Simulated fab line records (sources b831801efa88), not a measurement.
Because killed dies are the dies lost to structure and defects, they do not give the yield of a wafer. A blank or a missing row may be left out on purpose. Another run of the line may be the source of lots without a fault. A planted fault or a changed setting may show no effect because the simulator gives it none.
Shared-tool check + flow gf180mcu + Sample size 14 lots and 42 wafers

== REASON IT WAS OPENED ==
GF_HV_LDD_TW_MEAS_50, reading HV_LDD_4_TW: flagged on 2 of 14 lots. Fault-free wafers read 569, with a standard deviation of 4.7.
Rule: a lot is flagged when every wafer of it that has a number lies more than 4 standard deviations from that mean, or none has a number. As for the other lots, they are considered sound.

| lot  | measured     | on            | HV_LDD_4_TW, wafer by wafer | flag    |
|------|--------------|---------------|-----------------------------|---------|
| L777 | day 12 08:01 | film_metro-04 | 569 568 568                 |         |
| L779 | day 13 00:19 | film_metro-02 | 572 572 570                 |         |
| L780 | day 13 11:13 | film_metro-04 | 568 569 571                 |         |
| L781 | day 13 19:49 | film_metro-01 | 562 561 564                 |         |
| L782 | day 14 01:49 | film_metro-02 | 572 569 570                 |         |
| L784 | day 14 16:25 | film_metro-02 | 574 575 570                 |         |
| L785 | day 15 01:56 | film_metro-01 | 565 563 560                 |         |
| L787 | day 15 18:05 | film_metro-04 | 30 30 30                    | FLAGGED |
| L788 | day 16 03:16 | film_metro-04 | 30 30 30                    | FLAGGED |
| L793 | day 17 19:58 | film_metro-04 | 567 569 569                 |         |
| L797 | day 19 00:36 | film_metro-02 | 573 571 572                 |         |
| L798 | day 19 11:17 | film_metro-02 | 574 572 573                 |         |
| L799 | day 19 17:37 | film_metro-04 | 572 572 571                 |         |
| L800 | day 20 03:00 | film_metro-04 | 571 573 572                 |         |
Flagged lots average 30: -539 relative to the usual, that is -99 or more standard deviations.

== WHICH TOOL EACH LOT WENT THROUGH ==
2 process steps preceding the reading are held in the record, out of 602 steps in the route. Every cell lists first the tool, next ch and the chambers used by the sampled wafers, and last the start.
| lot  | flag    | GF_HV_LDD_IMPLANT_48            | GF_HV_LDD_STRIP_49                   |
|------|---------|---------------------------------|--------------------------------------|
| L777 |         | implanter-02 ch 0, day 12 07:45 | plasma_asher-03 ch 0,1, day 12 07:55 |
| L779 |         | implanter-02 ch 0, day 13 00:05 | plasma_asher-04 ch 0,1, day 13 00:12 |
| L780 |         | implanter-03 ch 0, day 13 10:58 | plasma_asher-02 ch 0,1, day 13 11:07 |
| L781 |         | implanter-02 ch 0, day 13 19:35 | plasma_asher-02 ch 0,1, day 13 19:44 |
| L782 |         | implanter-03 ch 0, day 14 01:35 | plasma_asher-03 ch 0,1, day 14 01:42 |
| L784 |         | implanter-04 ch 0, day 14 16:11 | plasma_asher-02 ch 0,1, day 14 16:19 |
| L785 |         | implanter-02 ch 0, day 15 01:41 | plasma_asher-02 ch 0,1, day 15 01:50 |
| L787 | FLAGGED | implanter-03, day 15 17:50      | plasma_asher-04 ch 0,1, day 15 17:59 |
| L788 | FLAGGED | implanter-02, day 16 03:03      | plasma_asher-04 ch 0,1, day 16 03:11 |
| L793 |         | implanter-02 ch 0, day 17 19:44 | plasma_asher-03 ch 0,1, day 17 19:51 |
| L797 |         | implanter-02 ch 0, day 19 00:22 | plasma_asher-04 ch 0,1, day 19 00:29 |
| L798 |         | implanter-02 ch 0, day 19 11:02 | plasma_asher-04 ch 0,1, day 19 11:11 |
| L799 |         | implanter-03 ch 0, day 19 17:24 | plasma_asher-02 ch 0,1, day 19 17:32 |
| L800 |         | implanter-02 ch 0, day 20 02:45 | plasma_asher-04 ch 0,1, day 20 02:54 |
These steps, and what they do:
- GF_HV_LDD_IMPLANT_48
- GF_HV_LDD_STRIP_49: strips in O2/N2.
- GF_HV_LDD_TW_MEAS_50

== FLAGGED OVER TOTAL, TOOL BY TOOL (the gauges that took the reading come last) ==
| step                 | tool            | lots run | flagged | share of the flagged lots | sound lots run after its first flagged lot |
|----------------------|-----------------|----------|---------|---------------------------|--------------------------------------------|
| GF_HV_LDD_IMPLANT_48 | implanter-02    | 9        | 1       | some                      | 4 (L793,L797,L798,L800)                    |
| GF_HV_LDD_IMPLANT_48 | implanter-03    | 4        | 1       | some                      | 1 (L799)                                   |
| GF_HV_LDD_IMPLANT_48 | implanter-04    | 1        | 0       | none                      | -                                          |
| GF_HV_LDD_STRIP_49   | plasma_asher-02 | 5        | 0       | none                      | -                                          |
| GF_HV_LDD_STRIP_49   | plasma_asher-03 | 3        | 0       | none                      | -                                          |
| GF_HV_LDD_STRIP_49   | plasma_asher-04 | 6        | 2       | all                       | 3 (L797,L798,L800)                         |
| GF_HV_LDD_TW_MEAS_50 | film_metro-01   | 2        | 0       | none                      | -                                          |
| GF_HV_LDD_TW_MEAS_50 | film_metro-02   | 5        | 0       | none                      | -                                          |
| GF_HV_LDD_TW_MEAS_50 | film_metro-04   | 7        | 2       | all                       | 3 (L793,L799,L800)                         |

== WHAT THE TABLE ALLOWS ==
Rows of the table that ran all the flagged lots, 2 in number: plasma_asher-04 at GF_HV_LDD_STRIP_49; film_metro-04 at GF_HV_LDD_TW_MEAS_50.
- plasma_asher-04 at GF_HV_LDD_STRIP_49 ran 6 lots, 2 of them flagged. Sound lots followed the first flagged one (L797, L798, L800) on it, something a lasting fault affecting the whole tool could not allow.
- film_metro-04 at GF_HV_LDD_TW_MEAS_50 ran 7 lots, 2 of them flagged. Sound lots followed the first flagged one (L793, L799, L800) on it, something a lasting fault affecting the whole tool could not allow.
Not one row of the table ran every flagged lot while running no sound lot after the first.

== WHAT THE SIMULATOR HAD INSERTED ==
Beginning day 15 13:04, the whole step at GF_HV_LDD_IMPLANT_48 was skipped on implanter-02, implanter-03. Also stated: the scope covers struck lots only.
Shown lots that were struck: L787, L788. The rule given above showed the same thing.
